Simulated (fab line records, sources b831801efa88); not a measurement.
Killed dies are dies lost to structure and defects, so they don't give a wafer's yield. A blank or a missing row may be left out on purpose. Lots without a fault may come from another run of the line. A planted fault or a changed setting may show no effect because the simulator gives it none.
Which tool did it? | flow gf180mcu | 13 lots, 39 wafers sampled, at 6 steps of a route of 602

WHAT THE GAUGES READ, wafer by wafer
GF_LVPWELL_TW_MEAS_11. Usual: LVPWELL_TW 559, standard deviation 7.3.
lot  | measured    | on            | LVPWELL_TW  | flag
L887 | day 4 03:49 | film_metro-01 | 553 554 553 |
L888 | day 4 09:43 | film_metro-04 | 562 558 562 |
L889 | day 4 15:02 | film_metro-04 | 562 562 559 |
L890 | day 4 20:26 | film_metro-04 | 561 560 560 |
L900 | day 7 03:40 | film_metro-04 | 558 556 557 |
L902 | day 7 16:55 | film_metro-01 | 555 554 555 |
L903 | day 7 21:07 | film_metro-01 | 557 557 556 |
L904 | day 8 01:10 | film_metro-03 | 571 571 572 |
L905 | day 8 06:58 | film_metro-03 | 571 571 572 |
L906 | day 8 15:28 | film_metro-01 | 554 554 554 |
L907 | day 8 21:01 | film_metro-03 | 575 573 575 |
L908 | day 9 02:28 | film_metro-01 | 547 548 547 |
L909 | day 9 05:55 | film_metro-03 | 569 570 570 |

GF_MVPSD_TW_MEAS_11. Usual: MVPSD_TW 554, standard deviation 7.2.
lot  | measured     | on            | MVPSD_TW    | flag
L887 | day 5 06:59  | film_metro-01 | 546 550 546 |
L888 | day 5 14:16  | film_metro-04 | 557 553 552 |
L889 | day 5 19:53  | film_metro-03 | 566 564 564 |
L890 | day 6 02:13  | film_metro-01 | 547 547 549 |
L900 | day 8 12:52  | film_metro-03 | 566 563 562 |
L902 | day 9 02:08  | film_metro-04 | 550 548 547 |
L903 | day 9 06:31  | film_metro-04 | 550 551 550 |
L904 | day 9 11:04  | film_metro-03 | 563 561 563 |
L905 | day 9 16:58  | film_metro-04 | 546 545 547 |
L906 | day 10 02:04 | film_metro-03 | 565 562 561 |
L907 | day 10 07:40 | film_metro-01 | 548 548 547 |
L908 | day 10 14:04 | film_metro-01 | 547 547 549 |
L909 | day 10 17:07 | film_metro-04 | 549 549 553 |

GF_VT_IMPLANT_OVL_MEAS_18. Usual: VT_IMPLANT_01_OVL 0.4 nm, standard deviation 1.7.
lot  | measured     | on         | VT_IMPLANT_01_OVL (nm) | flag
L887 | day 6 12:47  | overlay-01 | -2.1 -1.9 -0.5         |
L888 | day 6 20:11  | overlay-02 | 0.2 -2.1 0.3           |
L889 | day 7 02:17  | overlay-01 | -0.8 -1.2 -2.4         |
L890 | day 7 08:56  | overlay-01 | - - -                  | OFF
L900 | day 9 21:47  | overlay-02 | 1.1 2.1 1.3            |
L902 | day 10 12:59 | overlay-02 | 1.8 1.2 0.6            |
L903 | day 10 17:11 | overlay-01 | -3.1 -3.4 -2.0         |
L904 | day 10 22:10 | overlay-01 | 2.9 2.3 2.5            |
L905 | day 11 04:08 | overlay-02 | 1.9 0.4 -0.4           |
L906 | day 11 14:50 | overlay-01 | 0.8 1.0 -0.3           |
L907 | day 11 20:59 | overlay-02 | -1.0 -0.7 -0.3         |
L908 | day 12 03:29 | overlay-02 | -0.8 1.5 1.9           |
L909 | day 12 05:26 | overlay-02 | 2.0 0.8 2.1            |

GF_VT_IMPLANT_TW_MEAS_21. Usual: VT_IMPLANT_2_TW 1204, standard deviation 8.7.
lot  | measured     | on            | VT_IMPLANT_2_TW | flag
L887 | day 6 13:04  | film_metro-02 | 1203 1207 1201  |
L888 | day 6 20:28  | film_metro-04 | 1216 1213 1213  |
L889 | day 7 02:34  | film_metro-01 | 1204 1197 1207  |
L890 | day 7 09:13  | film_metro-02 | 30 30 30        | OFF
L900 | day 9 22:04  | film_metro-01 | 1183 1191 1188  |
L902 | day 10 13:16 | film_metro-02 | 1201 1197 1204  |
L903 | day 10 17:28 | film_metro-04 | 1207 1206 1211  |
L904 | day 10 22:28 | film_metro-02 | 1203 1201 1201  |
L905 | day 11 04:25 | film_metro-02 | 1203 1206 1203  |
L906 | day 11 15:07 | film_metro-02 | 1200 1205 1202  |
L907 | day 11 21:16 | film_metro-02 | 1198 1206 1206  |
L908 | day 12 03:46 | film_metro-01 | 1198 1204 1201  |
L909 | day 12 05:43 | film_metro-01 | 1209 1202 1195  |

WHICH TOOL RAN EACH LOT (tool, then ch and the chambers of the sampled wafers, then the start)
lot  | GF_DNWELL_STRIP_08                  | GF_VT_IMPLANT_EXPOSE_15
L887 | plasma_asher-03 ch 0,1, day 3 01:17 | iline_stepper-01 ch 0, day 6 05:24
L888 | plasma_asher-04 ch 0,1, day 3 07:07 | iline_stepper-01 ch 0, day 6 12:50
L889 | plasma_asher-04 ch 1, day 3 11:28   | iline_stepper-01 ch 0, day 6 19:05
L890 | plasma_asher-04 ch 0,1, day 3 16:28 | iline_stepper-02 ch 0, day 7 01:03
L900 | plasma_asher-04 ch 0,1, day 5 21:04 | iline_stepper-02 ch 0, day 9 13:22
L902 | plasma_asher-01 ch 0,1, day 6 08:43 | iline_stepper-02 ch 0, day 10 03:49
L903 | plasma_asher-03 ch 0,1, day 6 13:22 | iline_stepper-01 ch 0, day 10 08:21
L904 | plasma_asher-03 ch 0,1, day 6 17:43 | iline_stepper-01 ch 0, day 10 13:20
L905 | plasma_asher-03 ch 0,1, day 6 22:37 | iline_stepper-02 ch 0, day 10 19:31
L906 | plasma_asher-04 ch 0,1, day 7 07:02 | iline_stepper-02 ch 0, day 11 05:59
L907 | plasma_asher-01 ch 0,1, day 7 11:25 | iline_stepper-01 ch 0, day 11 12:04
L908 | plasma_asher-03 ch 0,1, day 7 17:26 | iline_stepper-01 ch 0, day 11 17:38
L909 | plasma_asher-01 ch 1, day 7 20:28   | iline_stepper-02 ch 0, day 11 20:09
- GF_DNWELL_STRIP_08: strips in O2/N2.
- GF_VT_IMPLANT_EXPOSE_15: exposes mask Nwell LV AREA, target cd 860 nm.

WHAT THE TOOLS THEMSELVES READ (means of the sampled wafers that have a number; where no wafer has one, the mark that the record gives instead)
GF_DNWELL_STRIP_08. Usual: drypump_motor_current_A 5.8 A, standard deviation 0.36; heater_power_w 313 W, standard deviation 41; oes_product_au 0.722 a.u., standard deviation 0.0046; platen_temp_c 249.99 C, standard deviation 0.17; strip_time_to_endpoint_s 36.96 s, standard deviation 0.095.
lot  | tool            | drypump_motor_current_A (A) | heater_power_w (W) | oes_product_au (a.u.) | platen_temp_c (C) | strip_time_to_endpoint_s (s) | flag
L887 | plasma_asher-03 | 5.7                         | 319                | 0.724                 | 249.87            | 37.06                        |
L888 | plasma_asher-04 | 5.9                         | 295                | 0.719                 | 249.99            | 36.89                        |
L889 | plasma_asher-04 | 5.7                         | 317                | 0.722                 | 249.98            | 36.94                        |
L890 | plasma_asher-04 | 5.9                         | 297                | 0.720                 | 249.92            | 36.92                        |
L900 | plasma_asher-04 | 5.9                         | 301                | 0.725                 | 250.08            | 36.94                        |
L902 | plasma_asher-01 | 5.8                         | 340                | 0.724                 | 250.05            | 37.07                        |
L903 | plasma_asher-03 | 5.7                         | 320                | 0.722                 | 250.00            | 37.07                        |
L904 | plasma_asher-03 | 5.7                         | 320                | 0.723                 | 249.94            | 37.08                        |
L905 | plasma_asher-03 | 5.7                         | 318                | 0.723                 | 249.88            | 36.94                        |
L906 | plasma_asher-04 | 6.0                         | 266                | 0.725                 | 250.07            | 36.84                        |
L907 | plasma_asher-01 | 5.7                         | 354                | 0.722                 | 250.04            | 36.96                        |
L908 | plasma_asher-03 | 5.5                         | 339                | 0.723                 | 249.96            | 36.97                        |
L909 | plasma_asher-01 | 5.6                         | 366                | 0.719                 | 249.91            | 36.80                        |

THE ANSWER, worked out from the rows above alone
Rule: a lot is off if the mean of its wafers that have a number lies more than 3 standard deviations from the usual mean. A lot without any number at a reading at which 4 lots or more have one is off too. The other lots that the step has rows for count as sound. The gauges are gone through in route order, then the tools' own readings, and for those a lot's mean is taken as printed above. The first step at which some lot is off is used, and at that step the reading that is off furthest; a lot without a number counts as furthest.
Off: L890, at GF_VT_IMPLANT_OVL_MEAS_18 (VT_IMPLANT_01_OVL). Without a number there: L890.
A tool fits if, at a process step before that reading, it ran every lot that is off, and no sound lot after the first of them. The gauges at GF_VT_IMPLANT_OVL_MEAS_18 aren't tried: what is off there is off at GF_VT_IMPLANT_TW_MEAS_21 too, on other tools, and a gauge's error can't cause that. None of those tried fits.

WHAT THE SIMULATOR HAD PUT IN
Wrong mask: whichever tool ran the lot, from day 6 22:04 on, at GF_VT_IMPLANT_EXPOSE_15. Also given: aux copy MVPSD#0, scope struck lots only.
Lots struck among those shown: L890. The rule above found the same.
